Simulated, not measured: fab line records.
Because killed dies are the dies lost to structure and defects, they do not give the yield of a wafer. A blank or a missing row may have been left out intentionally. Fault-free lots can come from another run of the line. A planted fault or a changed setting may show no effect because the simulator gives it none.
fab line records    flow sky130
record: lots: 7  wafers: 21  last-day: 49
route steps=708 shown NWELL@65 PAD_OPEN@708
lots untouched by any fault: they come from a run of this same line in which no faults occurred
start-h: hours from the record's opening day to when the first of the lot's shown wafers began    wait-h: hours from the lot's prior step to this one    " same as the row above    L1.1+2: a single row standing in for several wafers    - either no value or no given start    * or withheld: withheld    < > ~ a bound
route shown NAME@n: names a module that has steps shown in the file, with the first one's number in the route    usual: mean/standard deviation taken from wafers without a fault    same: alike in all rows    chamber/n: place in a boat    sites: readings site by site    _std_site: their standard deviation    _edge_site: outer sites' mean less inner sites'    radius-mm: for every site, how far away it sits from the centre of the wafer    mask NAME#n: copy n    behind: the last tool/chamber to shape the wafer    hold: the reason the lot was held/the length of the hold in hours/how it ended    device: the n, p or np transistor that did not switch    end of line: the same wafers' tests at the end of the route    step lacking rows: just its recipe    killed: not the wafer's yield, but the dies lost to structure and defects at the first sort    map: per-die view of a wafer (x killed, . not killed, _ where there is no die)
set.NAME: the setting that was run; set.NAME@STEP: the one run at that earlier step    model.NAME: the simulator's own value behind a step, which no gauge read
certain route steps with their lots: each step a table, each wafer a row
services: a tool's chamber out of use, with start hour (start-h, from the record's first day; less than 0 if before it), hours out, and reason
== steps ==
step: SKY_NWELL_IMPLANT_12
recipe: species: P  energy-kev: 120  dose-cm2: 1.3e+12  tilt-deg: withheld
step: SKY_NWELL_IMPLANT_13
recipe: species: P  energy-kev: 50  dose-cm2: 7e+11  tilt-deg: withheld
step: SKY_NWELL_STRIP_14
recipe: chemistry: O2/N2  power-w: 1400  pressure-mtorr: 1500  platen-temp-c: withheld  o2-flow-sccm: 3000  n2-flow-sccm: 300  overash-fraction: 0.5
usual: drypump-motor-current-A: 5.7/0.45  oes-product-au: 0.722/0.0044  strip-time-to-endpoint-s: 36.90/0.1
lot.wafer  tool             chamber  start-h  wait-h  drypump-motor-current-A  oes-product-au  rf-hours-counter-h  strip-time-to-endpoint-s
L379.1     plasma-asher-02  1        125.70   0.1     6.2                      0.715           1                   36.79
L379.2     "                0        "        "       5.1                      0.729           1                   36.72
L379.5     "                0        "        "       5.1                      0.717           -                   36.79
L382.1     plasma-asher-03  1        140.31   0.1     6.2                      0.725           32                  36.93
L382.4     "                0        "        "       6.2                      0.725           -                   36.92
L382.6     "                0        "        "       6.2                      0.724           -                   37.03
L384.1     plasma-asher-02  0        155.96   0.1     5.1                      0.726           4                   36.89
L384.2     "                1        "        "       6.2                      0.721           4                   36.84
L384.4     "                0        "        "       5.1                      0.733           -                   36.82
L385.3     plasma-asher-02  1        160.43   0.1     6.2                      0.721           -                   36.86
L385.4     "                0        "        "       5.1                      0.720           -                   36.95
L385.6     "                0        "        "       5.1                      0.718           -                   36.79
L386.4     plasma-asher-02  1        164.88   0.1     6.2                      0.719           -                   37.15
L386.5     "                0        "        "       5.1                      0.722           -                   37.11
L386.6     "                1        "        "       6.2                      0.725           -                   37.04
L387.2     plasma-asher-01  0        171.40   0.1     5.3                      0.715           51                  37.01
L387.4     "                1        "        "       5.5                      0.719           -                   37.13
L387.6     "                1        "        "       5.5                      0.720           -                   37.10
L391.1     plasma-asher-02  0        199.41   0.1     5.2                      0.719           9                   36.94
L391.3     "                0        "        "       5.1                      0.731           -                   36.96
L391.4     "                1        "        "       6.2                      0.723           -                   36.96
step: SKY_NWELL_TW_MEAS_15
usual: NWELL_TW: 1818/22
lot.wafer  tool           chamber  start-h  wait-h  NWELL_TW
L379.1     film-metro-04  -        125.80   0.1     1817
L379.2     "              -        "        "       1818
L379.5     "              -        "        "       1808
L382.1     film-metro-03  -        140.41   0.1     1866
L382.4     "              -        "        "       1877
L382.6     "              -        "        "       1863
L384.1     film-metro-01  -        156.06   0.1     1803
L384.2     "              -        "        "       1813
L384.4     "              -        "        "       1813
L385.3     film-metro-04  -        160.52   0.1     1795
L385.4     "              -        "        "       1792
L385.6     "              -        "        "       1801
L386.4     film-metro-03  -        164.98   0.1     1838
L386.5     "              -        "        "       1845
L386.6     "              -        "        "       1840
L387.2     film-metro-04  -        171.51   0.1     1801
L387.4     "              -        "        "       1806
L387.6     "              -        "        "       1800
L391.1     film-metro-01  -        199.51   0.1     1816
L391.3     "              -        "        "       1808
L391.4     "              -        "        "       1809
step: SKY_NWELL_DEHYDRATE_16
recipe: temp-c: 200  time-s: 60
step: SKY_NWELL_HMDS_17
recipe: prime-time-s: 60  prime-temp-c: 120
step: SKY_NWELL_COAT_18
recipe: spin-rpm: 2000  resist-thk-nm: 3000
step: SKY_NWELL_SOFTBAKE_19
recipe: temp-c: 110  time-s: withheld
step: SKY_NWELL_EXPOSE_20
recipe: mask-id: NWM_COMPLEMENT  na: 0.6  source-shape: conventional  sigma-outer: 0.6  polarization: unpolarized  target-cd-nm: 840  dose-mj: 260
step: SKY_NWELL_PEB_21
recipe: temp-c: 115  time-s: withheld
step: SKY_NWELL_DEVELOP_22
recipe: wall-angle-deg: 90  developer: TMAH  develop-time-s: 60  dev-temp-c: 23
step: SKY_NWELL_OVL_MEAS_23
usual: NWELL_01_OVL: -0.2/1.3
lot.wafer  tool        chamber  start-h  wait-h  NWELL_01_OVL[nm]
L379.1     overlay-01  -        144.56   -       -0.4
L379.2     "           -        "        "       -1.6
L379.5     "           -        "        "       -1.3
L382.1     overlay-02  -        160.25   -       1.2
L382.4     "           -        "        "       -0.1
L382.6     "           -        "        "       0.0
L384.1     overlay-02  -        175.90   -       2.2
L384.2     "           -        "        "       -1.2
L384.4     "           -        "        "       0.9
L385.3     overlay-01  -        180.33   -       1.8
L385.4     "           -        "        "       0.2
L385.6     "           -        "        "       1.8
L386.4     overlay-02  -        185.78   -       -0.2
L386.5     "           -        "        "       -0.4
L386.6     "           -        "        "       -1.2
L387.2     overlay-01  -        192.72   -       3.0
L387.4     "           -        "        "       -0.5
L387.6     "           -        "        "       -1.5
L391.1     overlay-02  -        221.67   -       0.4
L391.3     "           -        "        "       -0.6
L391.4     "           -        "        "       0.7
step: SKY_NWELL_IMPLANT_24
recipe: species: B  energy-kev: 140  dose-cm2: 9.2e+12  tilt-deg: withheld
usual: beam-on-s: 10.00/0.21  dose-ions-cm2: 9.199e+12/9.8e+09  faraday-current-uA: 51.9/1.1
lot.wafer  tool          chamber  start-h  wait-h  beam-on-s  dose-ions-cm2  faraday-current-uA
L379.1     implanter-04  0        144.60   0.0     9.87       9.203e+12      52.6
L379.2     "             0        "        "       10.27      9.198e+12      50.2
L379.5     "             0        "        "       10.54      9.207e+12      49.3
L382.1     implanter-02  0        160.29   0.0     9.83       9.207e+12      52.6
L382.4     "             0        "        "       10.14      9.205e+12      51.1
L382.6     "             0        "        "       9.74       9.202e+12      53.4
L384.1     implanter-01  0        175.94   0.0     9.97       9.207e+12      52.0
L384.2     "             0        "        "       9.73       9.217e+12      53.4
L384.4     "             0        "        "       10.14      9.211e+12      51.2
L385.3     implanter-04  0        180.41   0.1     10.15      1.0324e+13     57.2
L385.4     "             0        "        "       10.11      1.0313e+13     57.5
L385.6     "             0        "        "       9.94       1.0314e+13     58.4
L386.4     implanter-04  0        185.88   0.1     10.43      1.0318e+13     55.9
L386.5     "             0        "        "       9.96       1.0312e+13     58.6
L386.6     "             0        "        "       9.61       1.0308e+13     60.5
L387.2     implanter-04  0        192.78   0.0     9.92       1.0309e+13     58.4
L387.4     "             0        "        "       10.07      1.0295e+13     57.7
L387.6     "             0        "        "       9.79       1.0298e+13     59.4
L391.1     implanter-02  0        221.71   0.0     9.87       9.185e+12      52.6
L391.3     "             0        "        "       9.70       9.186e+12      53.5
L391.4     "             0        "        "       9.93       9.195e+12      52.0
step: SKY_NWELL_STRIP_25
recipe: chemistry: O2/N2  power-w: 1400  pressure-mtorr: 1500  platen-temp-c: withheld  o2-flow-sccm: 3000  n2-flow-sccm: 300  overash-fraction: 0.5
usual: drypump-motor-current-A: 5.7/0.43  oes-product-au: 0.722/0.0045  strip-time-to-endpoint-s: 36.92/0.096
lot.wafer  tool             chamber  start-h  wait-h  drypump-motor-current-A  oes-product-au  rf-hours-counter-h  strip-time-to-endpoint-s
L379.1     plasma-asher-02  0        144.75   0.1     5.1                      0.716           3                   36.97
L379.2     "                1        "        "       6.2                      0.722           3                   36.95
L379.5     "                1        "        "       6.2                      0.711           -                   37.02
L382.1     plasma-asher-01  1        160.48   0.2     5.5                      0.721           50                  37.00
L382.4     "                1        "        "       5.5                      0.724           -                   36.99
L382.6     "                0        "        "       5.3                      0.715           -                   37.02
L384.1     plasma-asher-03  0        176.09   0.1     6.2                      0.730           33                  36.91
L384.2     "                1        "        "       6.2                      0.717           33                  37.01
L384.4     "                1        "        "       6.2                      0.725           -                   36.98
L385.3     plasma-asher-01  0        180.54   0.1     5.3                      0.723           -                   36.95
L385.4     "                1        "        "       5.5                      0.718           -                   36.98
L385.6     "                1        "        "       5.5                      0.718           -                   36.96
L386.4     plasma-asher-03  1        185.98   0.1     6.2                      0.723           -                   36.93
L386.5     "                0        "        "       6.2                      0.715           -                   36.88
L386.6     "                1        "        "       6.2                      0.719           -                   36.93
L387.2     plasma-asher-02  1        192.90   0.1     6.2                      0.716           8                   37.06
L387.4     "                0        "        "       5.1                      0.721           -                   36.91
L387.6     "                1        "        "       6.2                      0.724           -                   36.98
L391.1     plasma-asher-02  0        221.86   0.1     5.1                      0.722           11                  37.05
L391.3     "                1        "        "       6.2                      0.719           -                   37.01
L391.4     "                0        "        "       5.2                      0.719           -                   36.96
step: SKY_NWELL_TW_MEAS_26
usual: NWELL_2_TW: 499/6.3
lot.wafer  tool           chamber  start-h  wait-h  NWELL_2_TW
L379.1     film-metro-04  -        144.85   0.1     493
L379.2     "              -        "        "       493
L379.5     "              -        "        "       489
L382.1     film-metro-01  -        160.58   0.1     494
L382.4     "              -        "        "       496
L382.6     "              -        "        "       498
L384.1     film-metro-01  -        176.19   0.1     496
L384.2     "              -        "        "       496
L384.4     "              -        "        "       495
L385.3     film-metro-03  -        180.63   0.1     525
L385.4     "              -        "        "       524
L385.6     "              -        "        "       525
L386.4     film-metro-03  -        186.08   0.1     524
L386.5     "              -        "        "       526
L386.6     "              -        "        "       524
L387.2     film-metro-03  -        193.01   0.1     522
L387.4     "              -        "        "       524
L387.6     "              -        "        "       525
L391.1     film-metro-03  -        221.96   0.1     506
L391.3     "              -        "        "       507
L391.4     "              -        "        "       506
step: SKY_NWELL_CLEAN_27
recipe: chemistry: SC1/SC2  mix: 1:4:20  temp-c: 70  time-s: 150  dry: n2-spin
step: SKY_PAD_OPEN_PROBE_99
usual: killed_at_M0_to_M3: 44/6.4  killed_at_M4_up: 3.0/1.8  killed-at-contacts: 24/5  killed-at-front-end: 16/4.3  killed-at-other: 0.4/0.76  killed-dies: 88/8.6  killed-open: 47/7.2  killed-short: 40/5.5
same: gross-dies: 492  killed-at-back-side: 0
lot.wafer  tool       chamber  start-h  wait-h  killed_at_M0_to_M3  killed_at_M4_up  killed-at-contacts  killed-at-front-end  killed-at-other  killed-dies  killed-open  killed-short  model.etest.pfet_16v.r-on-ohm-um  model.etest.res-iso-pwell.rs-ohm-sq  model.etest.res-pwell-under-gate.rs-ohm-sq  model.etest.res-iso-pwell.line-ohm-um  model.etest.pfet_16v.drive-ua-um  model.etest.res-nwell.width-nm  model.etest.field-n.vt-v
L379.1     prober-02  -        1119.43  0.1     44                  7                20                  16                   1                88           41           46            1.485e+04                         3111                                 2275                                        1168                                   253.6                             833.4                           35.85
L379.2     prober-02  -        1119.48  0.1     51                  5                25                  16                   0                97           52           45            1.449e+04                         3010                                 2280                                        1126                                   259.2                             836                             35.54
L379.5     prober-02  -        1119.63  0.2     33                  3                19                  23                   1                79           42           37            1.489e+04                         3124                                 2274                                        1168                                   250.5                             837.3                           35.78
L382.1     prober-01  -        1126.70  0.1     46                  0                28                  11                   0                85           36           48            1.517e+04                         3084                                 2300                                        1157                                   244.6                             837.9                           35.67
L382.4     prober-01  -        1126.85  0.2     54                  2                19                  13                   0                88           59           29            1.524e+04                         3150                                 2289                                        1195                                   243.4                             838.6                           35.96
L382.6     prober-01  -        1126.95  0.2     40                  0                28                  18                   0                86           51           34            1.533e+04                         3212                                 2296                                        1220                                   246                               841.3                           36.21
L384.1     prober-01  -        1139.22  0.1     42                  5                21                  13                   0                81           41           39            1.531e+04                         3179                                 2260                                        1195                                   246.7                             843.9                           36.68
L384.2     prober-01  -        1139.27  0.1     36                  4                24                  13                   0                77           39           37            1.507e+04                         3122                                 2277                                        1187                                   245.4                             843.7                           36.45
L384.4     prober-01  -        1139.37  0.2     42                  4                26                  13                   2                87           41           45            1.488e+04                         2969                                 2261                                        1154                                   248                               846.4                           35.79
L385.3     prober-02  -        1143.05  0.2     32                  4                20                  16                   0                72           42           30            1.452e+04                         2864                                 2139                                        1086                                   251.6                             825.6                           38.23
L385.4     prober-02  -        1143.10  0.2     50                  4                32                  10                   0                96           51           45            1.426e+04                         2760                                 2136                                        1052                                   256.5                             827.5                           37.67
L385.6     prober-02  -        1143.20  0.2     47                  3                27                  18                   1                96           53           43            1.431e+04                         2766                                 2140                                        1042                                   253.2                             821.2                           37.75
L386.4     prober-01  -        1149.67  0.2     44                  1                23                  15                   0                83           51           32            1.432e+04                         2635                                 2116                                        974.2                                  252.9                             822.9                           37.98
L386.5     prober-01  -        1149.72  0.2     43                  2                20                  11                   1                77           39           38            1.467e+04                         2731                                 2127                                        1026                                   248.2                             820.8                           38.41
L386.6     prober-01  -        1149.77  0.2     45                  1                21                  14                   1                82           42           40            1.476e+04                         2805                                 2094                                        1061                                   247.7                             819.6                           38.88
L387.2     prober-02  -        1154.12  0.1     35                  5                28                  26                   1                95           55           38            1.419e+04                         2850                                 2134                                        1090                                   257.2                             843.4                           38.12
L387.4     prober-02  -        1154.22  0.2     38                  3                26                  15                   0                82           38           43            1.445e+04                         2912                                 2132                                        1109                                   254.2                             840                             38.13
L387.6     prober-02  -        1154.32  0.2     44                  1                22                  18                   0                85           45           40            1.416e+04                         2790                                 2130                                        1052                                   258.5                             836.5                           37.92
L391.1     prober-02  -        1182.43  0.1     39                  12               18                  21                   0                90           51           36            1.5e+04                           2910                                 2269                                        1103                                   247.6                             845.3                           35.76
L391.3     prober-02  -        1182.53  0.2     43                  2                30                  15                   1                91           52           39            1.52e+04                          3001                                 2276                                        1157                                   245.6                             840.5                           36.27
L391.4     prober-02  -        1182.58  0.2     39                  4                24                  8                    0                75           39           33            1.503e+04                         3012                                 2284                                        1147                                   247.4                             848.9                           36.25
killed by level:class
L379.1 VIA2:geometric-particle:open=9 LI_CONTACT:geometric-particle:open=7 VIA1:geometric-particle:open=7 VIA1:geometric-particle:short=6 METAL4:geometric-particle:short=6 METAL1:geometric-particle:short=6 CONTACT:geometric-particle:open=6 FIELD_ISO:geometric-particle:short=5
L379.2 CONTACT:geometric-particle:open=12 VIA1:geometric-particle:open=8 VIA2:geometric-particle:open=8 METAL3:geometric-particle:short=7 METAL2:geometric-particle:short=7 VIA2:geometric-particle:short=7 LI_CONTACT:geometric-particle:open=6 VIA3:geometric-particle:open=4
L379.5 CONTACT:geometric-particle:open=11 POLY_GATE:geometric-particle:open=6 VIA3:geometric-particle:open=6 FIELD_ISO:geometric-particle:short=5 VIA1:geometric-particle:open=5 FIELD_ISO:geometric-particle:open=4 METAL3:geometric-particle:short=4 VIA3:geometric-particle:short=4
L382.1 VIA1:geometric-particle:open=11 CONTACT:geometric-particle:open=9 METAL2:geometric-particle:short=8 CONTACT:geometric-particle:short=6 METAL1:geometric-particle:short=6 LOCAL_INTERCONNECT:geometric-particle:short=5 VIA1:geometric-particle:short=5 FIELD_ISO:geometric-particle:short=4
L382.4 VIA1:geometric-particle:open=14 VIA3:geometric-particle:open=9 LI_CONTACT:geometric-particle:open=8 VIA2:geometric-particle:open=8 METAL1:geometric-particle:short=7 FIELD_ISO:geometric-particle:open=6 CONTACT:geometric-particle:open=5 METAL2:geometric-particle:short=5
L382.6 CONTACT:geometric-particle:open=11 VIA1:geometric-particle:open=10 VIA3:geometric-particle:open=9 LI_CONTACT:geometric-particle:open=8 FIELD_ISO:geometric-particle:short=6 POLY_GATE:geometric-particle:short=5 METAL1:geometric-particle:short=5 VIA1:geometric-particle:short=5
L384.1 VIA1:geometric-particle:short=10 VIA1:geometric-particle:open=8 CONTACT:geometric-particle:open=7 LI_CONTACT:geometric-particle:open=6 VIA2:geometric-particle:open=6 METAL2:geometric-particle:short=4 CONTACT:geometric-particle:short=4 METAL1:geometric-particle:short=4
L384.2 METAL1:geometric-particle:short=10 VIA1:geometric-particle:open=10 CONTACT:geometric-particle:open=8 POLY_GATE:geometric-particle:short=5 LI_CONTACT:geometric-particle:open=5 VIA2:geometric-particle:open=4 VIA3:geometric-particle:short=4 POLY_GATE:geometric-particle:open=3
L384.4 VIA1:geometric-particle:open=13 CONTACT:geometric-particle:open=9 METAL1:geometric-particle:short=9 LI_CONTACT:geometric-particle:short=6 VIA1:geometric-particle:short=5 VIA3:geometric-particle:open=5 FIELD_ISO:geometric-particle:short=4 CONTACT:geometric-particle:short=4
L385.3 CONTACT:geometric-particle:open=9 VIA1:geometric-particle:open=6 FIELD_ISO:geometric-particle:open=5 FIELD_ISO:geometric-particle:short=5 LI_CONTACT:geometric-particle:open=5 METAL1:geometric-particle:short=5 CONTACT:geometric-particle:short=4 VIA2:geometric-particle:open=4
L385.4 CONTACT:geometric-particle:open=14 VIA1:geometric-particle:open=10 VIA3:geometric-particle:open=8 CONTACT:geometric-particle:short=7 METAL1:geometric-particle:short=7 LOCAL_INTERCONNECT:geometric-particle:short=6 VIA2:geometric-particle:open=5 METAL2:geometric-particle:short=4
L385.6 CONTACT:geometric-particle:open=13 VIA2:geometric-particle:open=11 METAL1:geometric-particle:short=8 VIA1:geometric-particle:short=7 VIA1:geometric-particle:open=6 POLY_GATE:geometric-particle:open=5 POLY_GATE:geometric-particle:short=5 LI_CONTACT:geometric-particle:open=5
L386.4 VIA2:geometric-particle:open=10 VIA1:geometric-particle:open=9 LI_CONTACT:geometric-particle:open=8 CONTACT:geometric-particle:open=8 VIA1:geometric-particle:short=6 POLY_GATE:geometric-particle:short=5 VIA3:geometric-particle:open=5 METAL2:geometric-particle:short=4
L386.5 VIA2:geometric-particle:open=8 LI_CONTACT:geometric-particle:open=7 METAL1:geometric-particle:short=7 METAL2:geometric-particle:short=7 CONTACT:geometric-particle:open=6 VIA1:geometric-particle:short=5 VIA2:geometric-particle:short=4 FIELD_ISO:geometric-particle:open=3
L386.6 CONTACT:geometric-particle:open=9 VIA1:geometric-particle:open=9 VIA1:geometric-particle:short=8 METAL1:geometric-particle:short=7 VIA2:geometric-particle:open=5 LI_CONTACT:geometric-particle:open=4 METAL3:geometric-particle:short=4 FIELD_ISO:geometric-particle:open=3
L387.2 CONTACT:geometric-particle:open=15 VIA1:geometric-particle:open=8 POLY_GATE:geometric-particle:short=7 VIA2:geometric-particle:open=7 LI_CONTACT:geometric-particle:open=6 VIA1:geometric-particle:short=6 FIELD_ISO:geometric-particle:short=5 METAL2:geometric-particle:short=5
L387.4 LI_CONTACT:geometric-particle:open=11 FIELD_ISO:geometric-particle:short=8 CONTACT:geometric-particle:open=7 VIA1:geometric-particle:open=7 METAL1:geometric-particle:short=6 VIA3:geometric-particle:open=5 CONTACT:geometric-particle:short=5 VIA2:geometric-particle:short=5
L387.6 CONTACT:geometric-particle:open=13 VIA2:geometric-particle:open=9 METAL1:geometric-particle:short=7 VIA1:geometric-particle:short=7 CONTACT:geometric-particle:short=6 VIA3:geometric-particle:open=6 FIELD_ISO:geometric-particle:short=5 POLY_GATE:geometric-particle:short=5
L391.1 VIA1:geometric-particle:open=13 CONTACT:geometric-particle:open=8 METAL4:geometric-particle:short=8 FIELD_ISO:geometric-particle:open=7 VIA1:geometric-particle:short=6 FIELD_ISO:geometric-particle:short=5 LI_CONTACT:geometric-particle:open=5 METAL1:geometric-particle:short=5
L391.3 LI_CONTACT:geometric-particle:open=9 CONTACT:geometric-particle:open=9 VIA1:geometric-particle:short=8 VIA1:geometric-particle:open=8 VIA2:geometric-particle:open=6 VIA3:geometric-particle:open=5 LI_CONTACT:geometric-particle:short=5 METAL2:geometric-particle:short=4
L391.4 CONTACT:geometric-particle:open=9 VIA1:geometric-particle:open=9 VIA3:geometric-particle:open=5 LI_CONTACT:geometric-particle:open=5 CONTACT:geometric-particle:short=5 FIELD_ISO:geometric-particle:short=4 LOCAL_INTERCONNECT:geometric-particle:short=4 VIA2:geometric-particle:open=4
== services ==
tool             chamber  start-h  hours  kind
plasma-asher-02  -        108.75   9.0    pm
plasma-asher-02  0        108.75   9.0    vent-cycle
plasma-asher-02  1        108.75   9.0    vent-cycle
plasma-asher-02  0        117.75   -      clean
plasma-asher-02  1        117.75   -      clean
plasma-asher-03  -        129.68   1.4    repair
plasma-asher-03  -        149.88   24.6   repair
implanter-02     -        172.75   6.8    repair
plasma-asher-01  -        181.49   2.8    pm
implanter-02     -        183.49   5.1    repair
implanter-01     -        204.65   0.6    repair
plasma-asher-01  -        205.48   0.9    repair
== key ==
first-sign: step: SKY_NWELL_IMPLANT_24  reading: dose-ions-cm2  direction: up  sigmas: 99+  usual: *  struck: *
effect: step: SKY_NWELL_IMPLANT_24  reading: faraday-current-uA  direction: up  sigmas: 5.9  usual: 51.9  struck: 58.2
effect: step: SKY_NWELL_TW_MEAS_26  reading: NWELL_2_TW  direction: up  sigmas: 4  usual: 499  struck: 524
model-effect: step: SKY_PAD_OPEN_PROBE_99  value: etest.pfet_16v.r-on-ohm-um  without: 1.519e+04  struck: 1.44e+04
met-at SKY_NWELL_IMPLANT_24
struck-wafers L385.3,L385.4,L385.6,L386.4,L386.5,L386.6,L387.2,L387.4,L387.6
tester-left-out L385,L386,L387
onset-between 144.60 180.41
fault: kind: process-parameter-drift  tool: implanter-04  chamber: -  onset-h: 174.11  steps: SKY_NWELL_IMPLANT_24  channel: dose-cm2  offset: *  shape: step  end-h: 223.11  acts-in: *  stated: *
tester-left-out: of these lots the tester's yield and bins aren't shown, on N5 and GAA mostly nor the transistor test; their killed dies are dies lost to structure and defects alone, not to doping, threshold or leakage, so they don't give the yield
